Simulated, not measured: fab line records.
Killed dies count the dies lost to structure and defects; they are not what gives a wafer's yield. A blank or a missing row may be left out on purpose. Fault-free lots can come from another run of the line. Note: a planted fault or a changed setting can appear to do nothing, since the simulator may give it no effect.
A sampling plan put to the test	flow sky130	one fab line, 56 faults that these records tell of, each judged on the records of the lots that it struck
Plan = the line's own looks (route steps where a gauge or an inspection reads the wafer without altering it). A look can be judged if struck wafers have a number there and the file gives its usual mean and standard deviation on fault-free wafers. Caught: at a look after the fault's first step, the mean of the struck wafers lies 4 or more of those standard deviations (sigma) from the usual mean. On the tool: the same test on the tool's own readings at the fault's steps. It also counts as caught if the struck wafers ran another recipe or if their record alone is blank.

THE FAULTS, as the simulator had put them in
1. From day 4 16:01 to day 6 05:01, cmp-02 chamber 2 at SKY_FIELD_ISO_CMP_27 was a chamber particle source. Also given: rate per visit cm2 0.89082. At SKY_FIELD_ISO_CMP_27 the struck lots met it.
2. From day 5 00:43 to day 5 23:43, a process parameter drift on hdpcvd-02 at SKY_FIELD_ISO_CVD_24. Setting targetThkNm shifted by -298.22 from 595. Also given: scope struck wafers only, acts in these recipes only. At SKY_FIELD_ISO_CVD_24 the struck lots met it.
3. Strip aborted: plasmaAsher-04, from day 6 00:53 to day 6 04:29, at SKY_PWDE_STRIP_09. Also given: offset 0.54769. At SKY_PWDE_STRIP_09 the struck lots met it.
4. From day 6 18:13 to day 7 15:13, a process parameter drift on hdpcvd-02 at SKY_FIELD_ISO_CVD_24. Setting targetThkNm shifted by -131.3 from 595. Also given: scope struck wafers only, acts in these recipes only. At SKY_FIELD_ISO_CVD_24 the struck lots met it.
5. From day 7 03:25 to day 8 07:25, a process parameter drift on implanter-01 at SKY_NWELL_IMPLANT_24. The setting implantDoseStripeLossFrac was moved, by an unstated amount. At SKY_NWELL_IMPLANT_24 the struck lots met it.
6. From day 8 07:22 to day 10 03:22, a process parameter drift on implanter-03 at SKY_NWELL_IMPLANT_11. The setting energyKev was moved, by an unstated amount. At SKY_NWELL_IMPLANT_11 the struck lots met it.
7. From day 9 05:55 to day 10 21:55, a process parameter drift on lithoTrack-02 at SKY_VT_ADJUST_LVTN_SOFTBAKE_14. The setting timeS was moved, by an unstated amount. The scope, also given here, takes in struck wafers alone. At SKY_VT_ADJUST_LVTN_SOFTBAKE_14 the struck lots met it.
8. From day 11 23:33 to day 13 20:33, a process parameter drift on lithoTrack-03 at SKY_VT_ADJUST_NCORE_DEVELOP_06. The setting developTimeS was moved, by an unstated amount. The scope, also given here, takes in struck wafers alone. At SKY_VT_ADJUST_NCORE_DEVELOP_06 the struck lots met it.
9. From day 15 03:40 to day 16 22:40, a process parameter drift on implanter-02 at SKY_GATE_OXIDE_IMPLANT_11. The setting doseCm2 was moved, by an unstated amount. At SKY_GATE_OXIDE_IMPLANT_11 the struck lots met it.
10. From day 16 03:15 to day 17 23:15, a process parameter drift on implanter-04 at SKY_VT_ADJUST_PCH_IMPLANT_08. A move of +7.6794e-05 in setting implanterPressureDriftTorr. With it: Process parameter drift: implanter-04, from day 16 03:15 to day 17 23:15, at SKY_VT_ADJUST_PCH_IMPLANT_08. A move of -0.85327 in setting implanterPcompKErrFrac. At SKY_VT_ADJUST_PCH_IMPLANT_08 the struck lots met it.
11. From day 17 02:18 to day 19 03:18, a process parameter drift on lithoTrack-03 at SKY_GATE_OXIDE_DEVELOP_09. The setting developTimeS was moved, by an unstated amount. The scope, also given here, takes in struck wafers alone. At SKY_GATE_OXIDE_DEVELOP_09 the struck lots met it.
12. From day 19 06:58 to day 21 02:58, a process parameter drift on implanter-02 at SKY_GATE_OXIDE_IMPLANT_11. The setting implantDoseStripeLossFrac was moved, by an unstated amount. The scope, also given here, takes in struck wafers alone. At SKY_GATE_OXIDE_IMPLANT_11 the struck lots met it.
13. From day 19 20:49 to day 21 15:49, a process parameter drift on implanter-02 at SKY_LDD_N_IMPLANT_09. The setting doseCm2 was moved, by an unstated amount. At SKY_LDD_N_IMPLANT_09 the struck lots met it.
14. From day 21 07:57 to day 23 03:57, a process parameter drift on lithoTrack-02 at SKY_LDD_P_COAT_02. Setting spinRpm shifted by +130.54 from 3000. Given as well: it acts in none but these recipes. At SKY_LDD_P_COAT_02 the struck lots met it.
15. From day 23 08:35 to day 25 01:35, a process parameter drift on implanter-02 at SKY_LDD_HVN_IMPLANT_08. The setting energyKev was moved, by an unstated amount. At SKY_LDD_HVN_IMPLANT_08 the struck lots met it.
16. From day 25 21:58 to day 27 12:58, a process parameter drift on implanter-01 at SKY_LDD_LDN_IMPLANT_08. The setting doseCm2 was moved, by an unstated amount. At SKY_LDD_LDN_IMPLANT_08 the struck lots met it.
17. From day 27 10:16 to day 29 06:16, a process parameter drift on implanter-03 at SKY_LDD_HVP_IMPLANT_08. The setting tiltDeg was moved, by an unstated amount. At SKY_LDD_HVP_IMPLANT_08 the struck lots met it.
18. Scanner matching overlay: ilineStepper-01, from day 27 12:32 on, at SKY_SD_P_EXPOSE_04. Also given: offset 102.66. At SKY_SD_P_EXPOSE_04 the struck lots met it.
19. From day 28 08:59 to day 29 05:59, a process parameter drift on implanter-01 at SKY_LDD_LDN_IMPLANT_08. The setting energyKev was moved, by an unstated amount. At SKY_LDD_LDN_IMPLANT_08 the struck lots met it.
20. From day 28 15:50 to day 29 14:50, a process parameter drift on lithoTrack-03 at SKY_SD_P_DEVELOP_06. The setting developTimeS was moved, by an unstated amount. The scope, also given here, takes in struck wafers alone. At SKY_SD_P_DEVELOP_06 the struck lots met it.
21. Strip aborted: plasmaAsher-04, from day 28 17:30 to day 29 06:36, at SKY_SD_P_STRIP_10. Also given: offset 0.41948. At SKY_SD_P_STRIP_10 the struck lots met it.
22. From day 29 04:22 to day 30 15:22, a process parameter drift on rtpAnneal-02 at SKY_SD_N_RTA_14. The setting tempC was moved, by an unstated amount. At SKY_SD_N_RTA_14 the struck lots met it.
23. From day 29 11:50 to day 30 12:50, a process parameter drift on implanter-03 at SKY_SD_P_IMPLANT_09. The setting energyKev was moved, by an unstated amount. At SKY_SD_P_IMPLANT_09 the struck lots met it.
24. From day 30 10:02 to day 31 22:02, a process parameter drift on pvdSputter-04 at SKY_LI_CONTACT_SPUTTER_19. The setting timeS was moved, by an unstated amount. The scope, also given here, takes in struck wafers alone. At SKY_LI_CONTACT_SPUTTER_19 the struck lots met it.
25. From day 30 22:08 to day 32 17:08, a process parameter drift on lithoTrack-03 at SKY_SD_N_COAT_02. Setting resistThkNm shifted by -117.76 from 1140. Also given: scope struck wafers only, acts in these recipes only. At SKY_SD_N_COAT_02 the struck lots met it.
26. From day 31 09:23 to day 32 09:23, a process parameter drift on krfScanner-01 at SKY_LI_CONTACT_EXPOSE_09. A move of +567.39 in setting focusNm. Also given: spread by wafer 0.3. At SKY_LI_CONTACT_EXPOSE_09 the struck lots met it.
27. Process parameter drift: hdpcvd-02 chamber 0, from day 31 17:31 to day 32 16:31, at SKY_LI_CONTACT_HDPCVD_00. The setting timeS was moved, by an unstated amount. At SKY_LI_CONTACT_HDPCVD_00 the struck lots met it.
28. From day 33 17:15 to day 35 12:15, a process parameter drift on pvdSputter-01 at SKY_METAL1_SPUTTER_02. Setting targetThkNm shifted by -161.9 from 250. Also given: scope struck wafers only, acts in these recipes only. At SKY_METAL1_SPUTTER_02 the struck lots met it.
29. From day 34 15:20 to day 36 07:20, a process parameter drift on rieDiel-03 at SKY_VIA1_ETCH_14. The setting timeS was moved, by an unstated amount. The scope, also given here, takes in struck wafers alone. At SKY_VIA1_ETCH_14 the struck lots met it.
30. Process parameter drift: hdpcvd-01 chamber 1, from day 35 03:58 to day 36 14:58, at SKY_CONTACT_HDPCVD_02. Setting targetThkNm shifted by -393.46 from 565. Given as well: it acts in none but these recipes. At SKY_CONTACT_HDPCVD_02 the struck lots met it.
31. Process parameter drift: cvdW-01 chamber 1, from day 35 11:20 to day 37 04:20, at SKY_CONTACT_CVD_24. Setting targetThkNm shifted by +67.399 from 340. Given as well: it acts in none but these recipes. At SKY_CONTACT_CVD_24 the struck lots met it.
32. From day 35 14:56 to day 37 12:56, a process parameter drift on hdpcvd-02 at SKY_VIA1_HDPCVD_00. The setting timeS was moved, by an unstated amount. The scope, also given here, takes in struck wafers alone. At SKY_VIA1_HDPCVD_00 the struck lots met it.
33. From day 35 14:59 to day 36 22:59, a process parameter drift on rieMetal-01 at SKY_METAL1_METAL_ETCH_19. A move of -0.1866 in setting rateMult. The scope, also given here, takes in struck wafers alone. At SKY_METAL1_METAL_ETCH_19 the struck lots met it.
34. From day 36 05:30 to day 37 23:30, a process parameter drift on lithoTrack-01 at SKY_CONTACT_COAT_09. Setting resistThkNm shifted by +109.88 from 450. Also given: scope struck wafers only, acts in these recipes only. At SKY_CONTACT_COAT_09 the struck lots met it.
35. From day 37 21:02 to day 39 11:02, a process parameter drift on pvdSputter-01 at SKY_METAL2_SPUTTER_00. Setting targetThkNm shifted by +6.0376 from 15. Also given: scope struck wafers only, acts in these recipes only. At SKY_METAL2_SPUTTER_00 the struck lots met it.
36. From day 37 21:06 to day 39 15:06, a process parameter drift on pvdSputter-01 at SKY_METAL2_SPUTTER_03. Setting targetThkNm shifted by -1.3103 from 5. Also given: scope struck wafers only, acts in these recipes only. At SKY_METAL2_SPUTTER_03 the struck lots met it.
37. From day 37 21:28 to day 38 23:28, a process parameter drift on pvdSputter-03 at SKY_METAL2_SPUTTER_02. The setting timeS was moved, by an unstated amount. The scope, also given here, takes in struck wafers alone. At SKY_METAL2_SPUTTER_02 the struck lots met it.
38. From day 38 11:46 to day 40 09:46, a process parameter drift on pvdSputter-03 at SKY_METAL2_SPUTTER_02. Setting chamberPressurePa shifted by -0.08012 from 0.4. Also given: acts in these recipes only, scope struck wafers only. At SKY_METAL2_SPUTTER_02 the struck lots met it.
39. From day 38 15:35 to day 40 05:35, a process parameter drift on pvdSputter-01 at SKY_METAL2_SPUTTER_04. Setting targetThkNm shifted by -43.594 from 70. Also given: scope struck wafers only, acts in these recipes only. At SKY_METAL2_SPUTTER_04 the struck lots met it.
40. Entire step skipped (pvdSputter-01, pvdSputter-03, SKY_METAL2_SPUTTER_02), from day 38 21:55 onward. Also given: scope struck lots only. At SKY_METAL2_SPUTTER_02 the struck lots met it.
41. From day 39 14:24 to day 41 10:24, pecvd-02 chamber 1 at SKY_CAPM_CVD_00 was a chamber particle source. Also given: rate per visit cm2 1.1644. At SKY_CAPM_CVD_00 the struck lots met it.
42. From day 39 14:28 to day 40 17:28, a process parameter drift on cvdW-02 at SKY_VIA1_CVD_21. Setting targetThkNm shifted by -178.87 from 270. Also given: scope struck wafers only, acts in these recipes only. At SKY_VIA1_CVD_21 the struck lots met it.
43. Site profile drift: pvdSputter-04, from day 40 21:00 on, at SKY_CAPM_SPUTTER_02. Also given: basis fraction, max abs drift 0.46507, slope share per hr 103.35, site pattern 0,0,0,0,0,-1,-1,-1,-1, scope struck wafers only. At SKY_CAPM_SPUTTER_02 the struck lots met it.
44. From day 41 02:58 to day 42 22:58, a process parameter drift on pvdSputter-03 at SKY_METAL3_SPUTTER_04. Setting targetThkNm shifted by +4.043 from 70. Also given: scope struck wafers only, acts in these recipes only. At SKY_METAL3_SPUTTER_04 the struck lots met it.
45. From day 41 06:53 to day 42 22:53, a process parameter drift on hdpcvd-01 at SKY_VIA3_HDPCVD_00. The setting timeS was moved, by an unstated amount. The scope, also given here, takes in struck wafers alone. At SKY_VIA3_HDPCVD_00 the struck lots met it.
46. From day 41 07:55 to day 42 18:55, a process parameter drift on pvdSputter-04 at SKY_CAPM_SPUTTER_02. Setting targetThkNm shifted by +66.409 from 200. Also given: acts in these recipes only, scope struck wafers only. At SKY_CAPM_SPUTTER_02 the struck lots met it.
47. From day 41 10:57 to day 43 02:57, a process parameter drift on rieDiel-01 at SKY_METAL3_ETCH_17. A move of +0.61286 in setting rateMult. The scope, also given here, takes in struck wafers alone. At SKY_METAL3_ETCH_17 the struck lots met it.
48. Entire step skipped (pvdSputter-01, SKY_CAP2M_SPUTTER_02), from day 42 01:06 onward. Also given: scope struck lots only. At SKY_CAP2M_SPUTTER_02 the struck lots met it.
49. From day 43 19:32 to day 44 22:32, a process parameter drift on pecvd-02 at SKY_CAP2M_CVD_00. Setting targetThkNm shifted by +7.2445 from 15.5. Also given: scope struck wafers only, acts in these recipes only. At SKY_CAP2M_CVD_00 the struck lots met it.
50. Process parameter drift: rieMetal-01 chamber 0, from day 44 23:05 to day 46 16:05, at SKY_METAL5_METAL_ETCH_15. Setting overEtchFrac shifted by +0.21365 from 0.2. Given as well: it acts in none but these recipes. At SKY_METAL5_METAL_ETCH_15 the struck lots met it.
51. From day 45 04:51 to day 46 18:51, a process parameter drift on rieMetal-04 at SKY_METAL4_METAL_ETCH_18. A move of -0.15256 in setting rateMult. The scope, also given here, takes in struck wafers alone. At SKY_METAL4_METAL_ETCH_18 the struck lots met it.
52. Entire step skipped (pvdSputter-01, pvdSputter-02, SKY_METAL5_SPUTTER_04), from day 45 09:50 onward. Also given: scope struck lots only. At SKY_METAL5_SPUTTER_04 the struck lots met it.
53. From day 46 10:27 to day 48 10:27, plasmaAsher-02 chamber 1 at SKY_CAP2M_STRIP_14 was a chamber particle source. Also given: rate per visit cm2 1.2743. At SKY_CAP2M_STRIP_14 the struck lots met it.
54. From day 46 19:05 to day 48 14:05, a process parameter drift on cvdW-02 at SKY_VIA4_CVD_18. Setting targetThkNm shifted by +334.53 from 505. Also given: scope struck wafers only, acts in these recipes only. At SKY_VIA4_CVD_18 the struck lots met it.
55. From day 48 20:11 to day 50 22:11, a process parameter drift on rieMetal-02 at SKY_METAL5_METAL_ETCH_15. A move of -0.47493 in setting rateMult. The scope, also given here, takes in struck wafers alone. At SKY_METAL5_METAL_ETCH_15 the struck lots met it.
56. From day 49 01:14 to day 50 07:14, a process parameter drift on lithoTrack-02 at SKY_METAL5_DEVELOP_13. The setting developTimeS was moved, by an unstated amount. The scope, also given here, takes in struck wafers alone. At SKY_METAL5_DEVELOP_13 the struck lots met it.

WHAT THE PLAN SAW
fault	on the tool itself	first look that catches it	reading, sigma	median hours from its first step to that look	hours from the fault's start to the first struck lot there	judged looks passed uncaught
1	under 2 sigma	none of the 2 looks that can be judged after it	-	-	-	2
2	under 2 sigma	SKY_FIELD_ISO_THK_MEAS_25	FIELD_ISO_CVD_24_THK -41	0.1	3	0
3	oesProductAu +55 sigma	SKY_NWELL_TW_MEAS_15	NWELL_TW -24	19.3	23	0
4	no reading that can be judged	SKY_FIELD_ISO_THK_MEAS_25	FIELD_ISO_CVD_24_THK -18	0.1	7	0
5	no reading that can be judged	none of the 7 looks that can be judged after it	-	-	-	7
6	beamEnergyKeV -99 or beyond sigma	no look after it can be judged	-	-	-	0
7	runLengthS +99 or beyond sigma	not the one look that can be judged after it	-	-	-	1
8	no reading that can be judged	none of the 2 looks that can be judged after it	strongest: cdNm at SKY_VT_ADJUST_NCORE_CD_MEAS_07, +2.9	-	-	2
9	doseIonsCm2 +99 or beyond sigma	SKY_GATE_OXIDE_TW_MEAS_14	GATE_OXIDE_TW +59	0.3	14	0
10	endStationPressureTorr +99 or beyond sigma	SKY_VT_ADJUST_PCH_TW_MEAS_10	VT_ADJUST_PCH_TW +4.2	0.2	28	0
11	no reading that can be judged	SKY_GATE_OXIDE_TW_MEAS_14	GATE_OXIDE_TW -83	0.5	5	0
12	no reading that can be judged	none of the 5 looks that can be judged after it	-	-	-	5
13	doseIonsCm2 -99 or beyond sigma	none of the 3 looks that can be judged after it	strongest: LDD_N_TW at SKY_LDD_N_TW_MEAS_17, -3.3	-	-	3
14	spinSpeedRpm +59 sigma	no look after it can be judged	-	-	-	0
15	beamEnergyKeV -99 or beyond sigma	SKY_LDD_HVN_TW_MEAS_10	LDD_HVN_TW -6.4	0.2	8	0
16	doseIonsCm2 -99 or beyond sigma	SKY_LDD_LDN_TW_MEAS_13	LDD_LDN_TW -5.3	0.7	7	0
17	tiltDeg -99 or beyond sigma	SKY_LDD_HVP_TW_MEAS_10	LDD_HVP_TW -11	0.2	4	0
18	no reading that can be judged	SKY_SD_P_OVL_MEAS_08	SD_P_OVL +64	13.7	39	0
19	beamEnergyKeV +99 or beyond sigma	not the one look that can be judged after it	strongest: LDD_LDN_TW at SKY_LDD_LDN_TW_MEAS_13, +3.9	-	-	1
20	under 2 sigma	SKY_SD_P_TW_MEAS_11	SD_P_TW -99 or beyond	0.6	12	0
21	oesProductAu +34 sigma	SKY_RES_XHIGH_TW_MEAS_09	RES_XHIGH_TW -99 or beyond	27.9	41	0
22	wafer_temp_C_max +23 sigma	SKY_SD_N_RS_MEAS_16	SD_N_RS -41	0.2	7	0
23	beamEnergyKeV +99 or beyond sigma	SKY_SD_P_TW_MEAS_11	SD_P_TW +9.9	0.2	8	0
24	under 2 sigma	no look after it can be judged	-	-	-	0
25	no reading that can be judged	SKY_SD_N_CD_MEAS_07	cdNm +5.9	14.4	16	0
26	no reading that can be judged	no look after it can be judged	-	-	-	0
27	runLengthS +73 sigma	SKY_LI_CONTACT_THK_MEAS_01	LI_CONTACT_HDPCVD_THK +21	0.1	3	0
28	under 2 sigma	SKY_METAL1_RS_MEAS_05	METAL1_ALCU_RS +99 or beyond	0.1	14	0
29	oesProductAu +31 sigma	no look after it can be judged	-	-	-	0
30	no reading that can be judged	SKY_CONTACT_THK_MEAS_03	CONTACT_HDPCVD_THK -66	0.1	6	0
31	under 2 sigma	SKY_CONTACT_RS_MEAS_25	CONTACT_W_RS -9.1	0.1	6	0
32	runLengthS -39 sigma	SKY_VIA1_THK_MEAS_01	VIA1_HDPCVD_THK -10	0.1	6	0
33	under 2 sigma	not the one look that can be judged after it	-	-	-	1
34	no reading that can be judged	no look after it can be judged	-	-	-	0
35	under 2 sigma	no look after it can be judged	-	-	-	0
36	under 2 sigma	no look after it can be judged	-	-	-	0
37	under 2 sigma	SKY_METAL2_RS_MEAS_05	METAL2_ALCU_RS -9.0	0.1	5	0
38	chamberPressurePa -99 or beyond sigma	none of the 5 looks that can be judged after it	strongest: METAL2_ALCU_RS at SKY_METAL2_RS_MEAS_05, -3.6	-	-	5
39	under 2 sigma	SKY_METAL2_THK_MEAS_06	METAL2_ALCU_THK +6.3	0.2	7	0
40	the tool's record is blank for the struck wafers	SKY_METAL2_RS_MEAS_05	METAL2_ALCU_RS +99 or beyond	0.1	0	0
41	under 2 sigma	not the one look that can be judged after it	-	-	-	1
42	under 2 sigma	SKY_VIA1_RS_MEAS_22	VIA1_W_RS +81	0.1	17	0
43	under 2 sigma	SKY_CAPM_RS_MEAS_03	CAPM_TIN_RS +24	0.1	7	0
44	under 2 sigma	no look after it can be judged	-	-	-	0
45	runLengthS +31 sigma	SKY_VIA3_THK_MEAS_01	VIA3_HDPCVD_THK +5.6	0.2	5	0
46	under 2 sigma	SKY_CAPM_RS_MEAS_03	CAPM_TIN_RS -16	0.1	28	0
47	under 2 sigma	no look after it can be judged	-	-	-	0
48	the tool's record is blank for the struck wafers	no look after it can be judged	-	-	-	0
49	under 2 sigma	SKY_CAP2M_THK_MEAS_01	CAP2M_CVD_00_THK +32	0.0	9	0
50	oesProductAu -13 sigma	no look after it can be judged	-	-	-	0
51	under 2 sigma	no look after it can be judged	-	-	-	0
52	the tool's record is blank for the struck wafers	SKY_METAL5_THK_MEAS_06	METAL5_ALCU_THK +11	0.2	3	0
53	under 2 sigma	none of the 2 looks that can be judged after it	-	-	-	2
54	under 2 sigma	SKY_VIA4_RS_MEAS_19	VIA4_W_RS -19	0.2	5	0
55	oesProductAu -35 sigma	no look after it can be judged	-	-	-	0
56	under 2 sigma	no look after it can be judged	-	-	-	0
A dash: the fault isn't caught, or these records don't give the number.

Caught at a look: 30 of 56. Caught on the tool: 24 of 56. By one or the other: 40 of 56.
Faults caught by the tool alone: 6, 7, 13, 14, 19, 29, 38, 48, 50, 55.
Caught at a look alone: faults 2, 4, 11, 18, 20, 25, 28, 30, 31, 37, 39, 42, 43, 46, 49, 54.
Caught by neither: faults 1, 5, 8, 12, 24, 26, 33, 34, 35, 36, 41, 44, 47, 51, 53, 56.

THINNER SAMPLING
Were the look that catches a fault to measure just every second or every third lot (counted by lot number), the first struck lot would, at worst, be measured this late:
fault	struck lots at that look, in order of time	every lot	every second lot	every third lot
2	L475, L476	3 h	9 h	may miss all 2
3	L502	23 h	may miss it	may miss it
4	L984	7 h	may miss it	may miss it
9	L637, L639, L640	14 h	43 h	may miss all 3
10	L481, L483	28 h	may miss all 2	may miss all 2
11	L640, L641, L642	5 h	8 h	19 h
15	L568, L571	8 h	30 h	may miss all 2
16	L177, L178	7 h	19 h	may miss all 2
17	L329, L330	4 h	18 h	may miss all 2
18	L752, L754	39 h	may miss all 2	may miss all 2
20	L357, L358	12 h	15 h	may miss all 2
21	L406	41 h	may miss it	may miss it
22	L135, L137	7 h	may miss all 2	may miss all 2
23	L489, L490	8 h	19 h	may miss all 2
25	L899, L900	16 h	21 h	may miss all 2
27	L667, L669	3 h	may miss all 2	may miss all 2
28	L117, L120	14 h	37 h	may miss all 2
30	L730	6 h	may miss it	may miss it
31	L548, L549	6 h	14 h	may miss all 2
32	L211, L214	6 h	23 h	may miss all 2
37	L690, L692, L694	5 h	may miss all 3	25 h
39	L768, L770	7 h	may miss all 2	may miss all 2
40	L125, L126	0 h	1 h	may miss all 2
42	L401, L402	17 h	18 h	may miss all 2
43	L988, L989	7 h	15 h	may miss all 2
45	L638, L639	5 h	12 h	may miss all 2
46	L721	28 h	may miss it	may miss it
49	L325, L327	9 h	may miss all 2	may miss all 2
52	L144, L145	3 h	11 h	may miss all 2
54	L580, L581	5 h	7 h	may miss all 2
Hours are from the fault's start to the first struck lot that is measured. Since the struck wafers were tested as one group against 4 sigma, a single lot by itself may lie under the limit. Other struck lots may not be in these records.

THE LONGEST TIMED WAY FROM STEP TO LOOK
Fault 21: a median of 27.9 hours passes between SKY_SD_P_STRIP_10 and SKY_RES_XHIGH_TW_MEAS_09. No look between them can be judged.
